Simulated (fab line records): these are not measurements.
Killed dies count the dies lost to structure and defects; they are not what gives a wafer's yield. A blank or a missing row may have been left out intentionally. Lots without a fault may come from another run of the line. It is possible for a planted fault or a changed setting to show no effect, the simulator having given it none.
Which tool was responsible? || flow gf180mcu || 39 wafers from 13 lots sampled at 3 of the route's 602 steps

== WHAT THE GAUGES READ, wafer by wafer ==
GF_V4_CD_MEAS_14: the cd target is 260 nm.
{"lot": "L803", "measured": "day 24 13:34", "on": "cd sem-01", "cd nm (nm)": "258.6 260.5 260.1"}
{"lot": "L804", "measured": "day 25 04:11", "on": "cd sem-02", "cd nm (nm)": "260.3 258.6 260.0"}
{"lot": "L805", "measured": "day 25 04:50", "on": "cd sem-02", "cd nm (nm)": "261.3 261.7 260.8"}
{"lot": "L806", "measured": "day 25 22:05", "on": "cd sem-01", "cd nm (nm)": "260.5 261.3 260.9"}
{"lot": "L808", "measured": "day 26 03:28", "on": "cd sem-01", "cd nm (nm)": "258.8 259.1 258.8"}
{"lot": "L814", "measured": "day 28 02:09", "on": "cd sem-02", "cd nm (nm)": "261.0 260.2 259.8"}
{"lot": "L817", "measured": "day 28 23:34", "on": "cd sem-02", "cd nm (nm)": "261.1 261.8 261.1"}
{"lot": "L818", "measured": "day 29 07:29", "on": "cd sem-01", "cd nm (nm)": "259.1 260.2 260.8"}
{"lot": "L819", "measured": "day 29 12:17", "on": "cd sem-02", "cd nm (nm)": "261.4 261.8 262.5"}
{"lot": "L820", "measured": "day 29 18:29", "on": "cd sem-02", "cd nm (nm)": "259.0 257.5 259.4"}
{"lot": "L821", "measured": "day 30 03:26", "on": "cd sem-02", "cd nm (nm)": "258.5 257.9 258.7"}
{"lot": "L822", "measured": "day 30 09:55", "on": "cd sem-01", "cd nm (nm)": "258.8 259.3 258.9"}
{"lot": "L826", "measured": "day 31 08:43", "on": "cd sem-01", "cd nm (nm)": "263.1 262.3 261.0"}

GF_MIM_THK_MEAS_06.
{"lot": "L803", "measured": "day 24 15:26", "on": "film metro-02", "MIM_CVD_05_THK (nm)": "42.1 41.3 41.7"}
{"lot": "L804", "measured": "day 25 06:00", "on": "film metro-04", "MIM_CVD_05_THK (nm)": "42.3 42.7 42.4"}
{"lot": "L805", "measured": "day 25 06:37", "on": "film metro-04", "MIM_CVD_05_THK (nm)": "41.7 41.0 41.8"}
{"lot": "L806", "measured": "day 25 23:51", "on": "film metro-03", "MIM_CVD_05_THK (nm)": "42.3 42.5 41.5"}
{"lot": "L808", "measured": "day 26 05:14", "on": "film metro-04", "MIM_CVD_05_THK (nm)": "42.0 41.7 42.4"}
{"lot": "L814", "measured": "day 28 03:54", "on": "film metro-02", "MIM_CVD_05_THK (nm)": "41.8 41.2 42.1"}
{"lot": "L817", "measured": "day 29 01:22", "on": "film metro-02", "MIM_CVD_05_THK (nm)": "41.7 43.1 42.8"}
{"lot": "L818", "measured": "day 29 09:16", "on": "film metro-02", "MIM_CVD_05_THK (nm)": "42.4 42.5 43.1"}
{"lot": "L819", "measured": "day 29 14:02", "on": "film metro-03", "MIM_CVD_05_THK (nm)": "41.4 42.2 41.4"}
{"lot": "L820", "measured": "day 29 20:14", "on": "film metro-04", "MIM_CVD_05_THK (nm)": "42.0 42.1 43.0"}
{"lot": "L821", "measured": "day 30 05:21", "on": "film metro-04", "MIM_CVD_05_THK (nm)": "41.7 42.0 41.6"}
{"lot": "L822", "measured": "day 30 11:41", "on": "film metro-04", "MIM_CVD_05_THK (nm)": "42.1 41.6 41.6"}
{"lot": "L826", "measured": "day 31 10:29", "on": "film metro-04", "MIM_CVD_05_THK (nm)": "41.3 41.8 41.6"}

== EACH LOT AND THE TOOL THAT RAN IT (in order: tool; ch and the chambers of the sampled wafers; start) ==
{"lot": "L803", "GF_STI_ETCH_13": "rie diel-02 ch 1,2, day 2 02:34"}
{"lot": "L804", "GF_STI_ETCH_13": "rie diel-01 ch 0,1,2, day 2 09:41"}
{"lot": "L805", "GF_STI_ETCH_13": "rie diel-03 ch 0,1,3, day 2 15:41"}
{"lot": "L806", "GF_STI_ETCH_13": "rie diel-01 ch 0,1,3, day 2 22:26"}
{"lot": "L808", "GF_STI_ETCH_13": "rie diel-02 ch 0,1, day 3 04:04"}
{"lot": "L814", "GF_STI_ETCH_13": "rie diel-02 ch 1,2,3, day 4 10:04"}
{"lot": "L817", "GF_STI_ETCH_13": "rie diel-01 ch 0,1,2, day 5 01:44"}
{"lot": "L818", "GF_STI_ETCH_13": "rie diel-03 ch 0,2,3, day 5 06:19"}
{"lot": "L819", "GF_STI_ETCH_13": "rie diel-03 ch 0,1,2, day 5 12:41"}
{"lot": "L820", "GF_STI_ETCH_13": "rie diel-03 ch 0,1,3, day 5 17:32"}
{"lot": "L821", "GF_STI_ETCH_13": "rie diel-03 ch 0,1,2, day 5 22:31"}
{"lot": "L822", "GF_STI_ETCH_13": "rie diel-03 ch 0,2,3, day 6 05:20"}
{"lot": "L826", "GF_STI_ETCH_13": "rie diel-02 ch 0,1,3, day 7 00:31"}
- GF_STI_ETCH_13: etches the open film in CHF3/O2, stops on Si, target depth 282.31 nm, time 112.9 s.

== AS READ BY THE TOOLS THEMSELVES (means over the sampled wafers that have a number; for cases with no such wafer, the mark the record gives instead) ==
GF_STI_ETCH_13.
{"lot": "L803", "tool": "rie diel-02", "chamber pressure mTorr (mTorr)": 40.03, "drypump motor current A (A)": 6.4, "oes product au (a.u.)": 0.830, "throttle valve pct (%)": 8.808}
{"lot": "L804", "tool": "rie diel-01", "chamber pressure mTorr (mTorr)": 40.03, "drypump motor current A (A)": 5.9, "oes product au (a.u.)": 0.829, "throttle valve pct (%)": 8.811}
{"lot": "L805", "tool": "rie diel-03", "chamber pressure mTorr (mTorr)": 39.97, "drypump motor current A (A)": 5.3, "oes product au (a.u.)": 0.839, "throttle valve pct (%)": 8.810}
{"lot": "L806", "tool": "rie diel-01", "chamber pressure mTorr (mTorr)": 40.01, "drypump motor current A (A)": 6.2, "oes product au (a.u.)": 0.825, "throttle valve pct (%)": 8.809}
{"lot": "L808", "tool": "rie diel-02", "chamber pressure mTorr (mTorr)": 40.03, "drypump motor current A (A)": 6.2, "oes product au (a.u.)": 0.832, "throttle valve pct (%)": 8.810}
{"lot": "L814", "tool": "rie diel-02", "chamber pressure mTorr (mTorr)": 40.01, "drypump motor current A (A)": 6.5, "oes product au (a.u.)": 0.830, "throttle valve pct (%)": 8.812}
{"lot": "L817", "tool": "rie diel-01", "chamber pressure mTorr (mTorr)": 39.99, "drypump motor current A (A)": 5.9, "oes product au (a.u.)": 0.832, "throttle valve pct (%)": 8.813}
{"lot": "L818", "tool": "rie diel-03", "chamber pressure mTorr (mTorr)": 39.97, "drypump motor current A (A)": 5.0, "oes product au (a.u.)": 0.836, "throttle valve pct (%)": 8.807}
{"lot": "L819", "tool": "rie diel-03", "chamber pressure mTorr (mTorr)": 40.00, "drypump motor current A (A)": 5.4, "oes product au (a.u.)": 0.834, "throttle valve pct (%)": 8.814}
{"lot": "L820", "tool": "rie diel-03", "chamber pressure mTorr (mTorr)": 40.04, "drypump motor current A (A)": 5.3, "oes product au (a.u.)": 0.832, "throttle valve pct (%)": 8.806}
{"lot": "L821", "tool": "rie diel-03", "chamber pressure mTorr (mTorr)": 40.01, "drypump motor current A (A)": 5.4, "oes product au (a.u.)": 0.830, "throttle valve pct (%)": 8.806}
{"lot": "L822", "tool": "rie diel-03", "chamber pressure mTorr (mTorr)": 40.04, "drypump motor current A (A)": 5.0, "oes product au (a.u.)": 0.835, "throttle valve pct (%)": 8.809}
{"lot": "L826", "tool": "rie diel-02", "chamber pressure mTorr (mTorr)": 40.00, "drypump motor current A (A)": 6.3, "oes product au (a.u.)": 0.839, "throttle valve pct (%)": 8.821}

== THE ANSWER, worked out from the rows above alone ==
Rule: the lots themselves supply what counts as usual. Put in order of their means at a reading, lots are off if they are a third of the lots or fewer, leave a main group of 4 or more, and stand apart from it by a gap of 3 or more times the standard deviation of the main group's means; of several such gaps the widest counts. A main group whose means are all the same, to the digits that the tables above print for the reading, isn't used. Also off: a lot with no number at a reading for which 4 or more lots have one. Where the step has rows for the other lots, those lots are counted as sound. The gauges are gone through in route order, then the tools' own readings, and for those a lot's mean is taken as printed above. At the first step where some lot is off, the reading lying furthest off is the one used; lots without a number count as furthest.
No lot is off on any of the readings shown, so nothing can be concluded from this.

== WHAT WAS PUT IN BY THE SIMULATOR ==
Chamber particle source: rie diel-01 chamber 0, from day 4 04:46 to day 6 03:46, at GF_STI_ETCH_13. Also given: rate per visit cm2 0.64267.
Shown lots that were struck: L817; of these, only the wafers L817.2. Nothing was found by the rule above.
